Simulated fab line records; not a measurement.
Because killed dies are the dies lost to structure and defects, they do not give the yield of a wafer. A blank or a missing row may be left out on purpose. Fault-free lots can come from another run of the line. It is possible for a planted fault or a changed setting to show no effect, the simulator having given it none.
8D (eight disciplines) problem report, filled in by code + flow gf180mcu + the parts of the form that need people (team, actions taken, sign-off) are left out

== 1. THE PROBLEM ==
SAB_CVD_00_THK at GF_SAB_THK_MEAS_01 reads a mean of 42.6 nm on 2 wafers of 1 lot; wafers without a fault read 50.1 nm with a standard deviation of 0.64. Measured from the usual mean, that is -12 standard deviations.
Seen first at day 17 23:50 on film_metro-04, wafer L159.3. At this step, 36 wafers from 12 lots have a number in the record. The rule behind "out" and "out of limits": a value lying over 4 standard deviations away from the usual mean. The other wafers with a number count as sound.

== 2. WHAT IT IS; WHAT IT IS NOT ==
| question                    | is                | is not                                                                                                         |
|-----------------------------|-------------------|----------------------------------------------------------------------------------------------------------------|
| which readings at this step | SAB_CVD_00_THK    | -                                                                                                              |
| which lots                  | L159              | L149, L150, L155, L161, L163, L164, L166, L167, L168, L169, L170                                               |
| which wafers of those lots  | L159.3, L159.5    | L159.2                                                                                                         |
| read on which gauges        | film_metro-04     | film_metro-01, film_metro-02                                                                                   |
| when                        | from day 17 23:50 | up to then (10 sound wafers); but 24 sound wafers of L161, L163, L164, L166, L167, L168, L169, L170 came after |

== 3. WHAT RULES OUT EACH SUSPECT ==
Counting: any tool at a process step up to the reading remains a suspect provided it ran every lot that is out. Sound lots after the first of them don't rule it out here, since some wafers of a struck lot are sound.
- the gauge at GF_SAB_THK_MEAS_01: kept. All the wafers that are out were read on film_metro-04, and no step on other tools shows them out.
- plasma_asher-04 at GF_HV_LDD_STRIP_22 (strips in O2/N2): kept. It ran the lot that is out, L159 (day 14 02:07).
- pecvd-03 at GF_SAB_CVD_00 (deposits SiO2 from TEOS, target thk 50 nm, time 4.9302 s): kept. It processed L159, the lot that is out, at day 17 23:49, and its most recent sound lot before then was L149 at day 14 06:06.
- Within plasma_asher-04 at GF_HV_LDD_STRIP_22: the wafers that are out ran in chamber 1; their sound lot-mates ran in chamber 0.
- Within pecvd-03 at GF_SAB_CVD_00: the wafers that are out ran in chamber 1; their sound lot-mates ran in chamber 2.
Left after counting: plasma_asher-04 at GF_HV_LDD_STRIP_22, pecvd-03 at GF_SAB_CVD_00, film_metro-04 at GF_SAB_THK_MEAS_01.

== 4. THE CAUSE (what the simulator had put in) ==
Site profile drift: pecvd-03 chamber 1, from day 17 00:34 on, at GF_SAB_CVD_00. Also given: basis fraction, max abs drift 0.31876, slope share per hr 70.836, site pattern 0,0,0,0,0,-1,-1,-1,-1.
3 suspects survive the count, and this tool is in that group.

== 5. SEQUENCE OF EFFECTS, ordered by route ==
Each row: a reading whose mean over the struck wafers that have a number lies more than 3 standard deviations from the usual. Only readings for which the record gives a usual standard deviation are gone through. hours: the time from each lot's start at the first step in this table that gives one to its start at this step, as a median over the lots. sigmas: the change in usual standard deviations.
| hours | step               | reading        | usual   | on struck wafers | change | sigmas |
|-------|--------------------|----------------|---------|------------------|--------|--------|
| 0     | GF_SAB_THK_MEAS_01 | SAB_CVD_00_THK | 50.1 nm | 42.6             | -7.5   | -12    |

== 6. WHAT WOULD HAVE CAUGHT IT SOONER ==
In this record the first reading out of limits at a measuring or inspecting step was taken at day 17 23:50, 23 hours after the fault began at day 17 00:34.
Of the tool readings at GF_SAB_CVD_00 for which the record gives a usual standard deviation, none was out on any struck wafer, so an alarm limit of 4 standard deviations on them would not have fired.
By day 17 23:50 the whole set of lots that are out, 1 in number, had already begun GF_SAB_CVD_00 on pecvd-03. A hold on the tool at that time would have spared none of them.
